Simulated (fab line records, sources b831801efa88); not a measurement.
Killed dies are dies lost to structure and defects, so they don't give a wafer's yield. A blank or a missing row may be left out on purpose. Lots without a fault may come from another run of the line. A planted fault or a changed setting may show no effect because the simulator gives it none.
A struck lot beside a sound one | flow sky130 | 44 steps out of a route of 708
Sound: wafers L908.1, L908.3, L908.4. Struck: wafer L914.3. (L914.1, L914.6 of the same lot were not struck and are left out.) The cause comes at the end.
At each step with rows: each side's tool, then ch and its chambers, then its first start. Under that, the readings that differ: sound wafers | struck wafers | difference of the means | sigmas: that difference in standard deviations of wafers without a fault.
alike: readings whose means differ by less than 2 such deviations, and words and numbers that are the same on both sides. not compared: withheld readings, readings that some wafer has no value for, bounds like >300 that may hide the same value, and numbers for which the record gives no deviation and whose values overlap.
The two part at a step that has a row with sigmas, a row that says differs or no value, or rows on one side only. Numbers that don't overlap but have no deviation are shown without sigmas and don't part them. A reading that every wafer of one side lacks parts them only if that side has two wafers or more.

first, 2 steps without rows for these wafers: SKY_VIA3_CLEAN_18 (cleans in IPA, time 180 s); SKY_VIA3_CLEAN_19 (cleans in O3/DIW).
SKY_VIA3_SPUTTER_20: material TiN, target thk 20 nm, time 80 s.
  sound on pvd_sputter-04, day 40 06:13; struck on pvd_sputter-04, day 42 09:07
  alike: throttle_valve_pct
SKY_VIA3_CVD_21: deposits W, target thk 390 nm, time 117.31 s.
  sound on cvd_w-01 ch 1, day 40 06:16; struck on cvd_w-02 ch 1, day 42 09:11
  alike: heater_power_w
SKY_VIA3_RS_MEAS_22: measures by four-point-probe.
  sound on film_metro-01, day 40 06:31; struck on film_metro-01, day 42 09:18
  alike: VIA3_W_RS
SKY_VIA3_THK_MEAS_23: measures by xrf.
  sound on film_metro-01, day 40 06:38; struck on film_metro-01, day 42 09:25
  alike: VIA3_W_THK
then, 4 steps without rows for these wafers: SKY_VIA3_CMP_24 (polishes, stops on SiO2, t overpolish 20 s, target thk 0 nm); SKY_METAL4_SPUTTER_00 (material Ti, target thk 15 nm, time 10 s); SKY_METAL4_SPUTTER_01 (material TiN, target thk 20 nm, time 16.7 s); SKY_METAL4_SPUTTER_02 (material AlCu, target thk 735 nm, time 39.1 s).
SKY_METAL4_SPUTTER_03: material Ti, target thk 5 nm, time 3.3 s.
  sound on pvd_sputter-01, day 40 07:05; struck on pvd_sputter-01, day 42 09:52
  alike: throttle_valve_pct
then, 1 step without rows for these wafers: SKY_METAL4_SPUTTER_04 (material TiN, target thk 70 nm, time 56.05 s).
SKY_CAP2M_CVD_00: deposits SiO2, target thk 15.5 nm.
  sound on pecvd-04 ch 0,1,2, day 40 07:09; struck on pecvd-02 ch 1, day 42 09:56
  reading                                | sound             | struck | difference | sigmas
  model.SiO2_of_CAP2M_CVD_00.thk_nm (nm) | 15.24 15.42 15.29 | 14.36  | -0.96      |
  alike: heater_power_w
SKY_CAP2M_THK_MEAS_01:
  sound on film_metro-01, day 40 07:10; struck on film_metro-02, day 42 09:58
  reading               | sound             | struck | difference | sigmas
  CAP2M_CVD_00_THK (nm) | 15.21 15.40 15.30 | 14.33  | -0.97      | -4
then, 1 step without rows for these wafers: SKY_CAP2M_SPUTTER_02 (material TiN, target thk 200 nm, time 166.7 s).
SKY_CAP2M_RS_MEAS_03: measures by four-point-probe.
  sound on film_metro-02, day 40 07:20; struck on film_metro-01, day 42 10:08
  alike: CAP2M_TIN_RS
SKY_CAP2M_THK_MEAS_04: measures by xrf.
  sound on film_metro-02, day 40 07:28; struck on film_metro-01, day 42 10:15
  alike: CAP2M_TIN_THK
then, 7 steps without rows for these wafers: SKY_CAP2M_DEHYDRATE_05 (time 60 s); SKY_CAP2M_HMDS_06 (prime time 60 s); SKY_CAP2M_COAT_07 (resist thk 1140 nm); SKY_CAP2M_SOFTBAKE_08 (time 60 s); SKY_CAP2M_EXPOSE_09 (exposes mask CAP2M, target cd 1000 nm); SKY_CAP2M_PEB_10; SKY_CAP2M_DEVELOP_11 (develop time 60 s).
SKY_CAP2M_OVL_MEAS_12:
  sound on overlay-02, day 41 07:42; struck on overlay-01, day 43 09:12
  reading        | sound       | struck | difference | sigmas
  CAP2M_OVL (nm) | 1.4 3.7 2.0 | -0.3   | -2.7       | -2
SKY_CAP2M_METAL_ETCH_13: etches TiN in Cl2/BCl3, stops on SiO2, target depth 220 nm, time 62.9 s.
  sound on rie_metal-03 ch 0,1, day 41 07:44; struck on rie_metal-04 ch 0, day 43 09:14
  alike: drypump_motor_current_A, oes_product_au, throttle_valve_pct
  not compared: rf_hours_counter_h
then, 12 steps without rows for these wafers: SKY_CAP2M_STRIP_14 (strips in O2/N2); SKY_CAP2M_STRIP_15 (strips in post etch residue remover, time 1200 s); SKY_CAP2M_CLEAN_16 (cleans in IPA, time 180 s); SKY_CAP2M_CLEAN_17 (cleans in O3/DIW); SKY_METAL4_DEHYDRATE_05 (time 60 s); SKY_METAL4_HMDS_06 (prime time 60 s); SKY_METAL4_COAT_07 (resist thk 60 nm); SKY_METAL4_COAT_08 (resist thk 1140 nm); SKY_METAL4_SOFTBAKE_09 (time 90 s); SKY_METAL4_EXPOSE_10 (exposes mask MM4, target cd 300 nm); SKY_METAL4_PEB_11; SKY_METAL4_DEVELOP_12 (develop time 60 s).
SKY_METAL4_CD_MEAS_13: target cd 300 nm.
  sound on cd_sem-02, day 42 08:28; struck on cd_sem-01, day 44 08:33
  alike: cd_nm
SKY_METAL4_OVL_MEAS_14:
  sound on overlay-02, day 42 08:35; struck on overlay-01, day 44 08:40
  alike: METAL4_OVL
SKY_METAL4_DESCUM_15: chemistry O2, time 8 s.
  sound on rie_metal-03 ch 0,1, day 42 08:37; struck on rie_metal-03 ch 0, day 44 08:43
  alike: drypump_motor_current_A, oes_product_au
  not compared: rf_hours_counter_h
SKY_METAL4_ETCH_16: etches BARC in N2/H2, stops on SiO2, time 88.2 s, target depth 60 nm.
  sound on rie_metal-03 ch 0,1, day 42 08:39; struck on rie_metal-03 ch 0, day 44 08:44
  reading                                | sound                | struck | difference | sigmas
  throttle_valve_pct (%)                 | 13.225 13.201 13.176 | 13.220 | +0.019     | +2
  model.SiO2_of_CAP2M_CVD_00.thk_nm (nm) | 15.21 15.4 15.27     | 14.33  | -0.96      |
  alike: drypump_motor_current_A, oes_product_au
  not compared: rf_hours_counter_h
SKY_METAL4_ETCH_17: etches SiO2 in C4F8/O2/Ar, stops on TiN, time 3.9 s, target depth 15 nm.
  sound on rie_diel-01 ch 0,2,3, day 42 08:45; struck on rie_diel-01 ch 2, day 44 08:50
  reading                  | sound             | struck | difference | sigmas
  oes_product_au (a.u.)    | 0.747 0.749 0.752 | 0.718  | -0.031     | -4
  rf_hours_counter_h (h)   | 8 4 8             | 10     | +3         |
  model.etch.depth_nm (nm) | 15.21 15.4 15.27  | 14.33  | -0.96      |
-- the record jumps here: 4 days lie between the struck wafers' starts before and after (it left off in module METAL4 and takes up again in module PAD_OPEN, whose first step shown is number 708 of the route) --
SKY_PAD_OPEN_PROBE_99:
  sound on prober-02, day 46 10:22; struck on prober-02, day 48 03:50
  reading                               | sound               | struck | difference | sigmas
  sort_bin_3_pad_short (%)              | 1.0 1.0 0.2         | 1.6    | +0.9       | +2
  model.etest.cap_mim2.leak_log10_a_cm2 | -8.919 -9.08 -8.889 | -8.628 | +0.335     |
  model.etest.cap_mim2.c_ff_um2         | 2.393 2.336 2.386   | 2.537  | +0.165     |
  alike: defect_limited_yield, killed_at_M0_to_M3, killed_at_M4_up, killed_at_contacts, killed_at_front_end, killed_at_other, killed_dies, killed_open, killed_short, sort_bin_5_function, sort_bin_6_memory, sort_n_pass, sort_yield_pct
  not compared: model.etest.cap_mim2.bv_v

WHERE THEY PART
First at SKY_CAP2M_THK_MEAS_01; last, within this record, at SKY_PAD_OPEN_PROBE_99.

WHY: what the simulator had put in
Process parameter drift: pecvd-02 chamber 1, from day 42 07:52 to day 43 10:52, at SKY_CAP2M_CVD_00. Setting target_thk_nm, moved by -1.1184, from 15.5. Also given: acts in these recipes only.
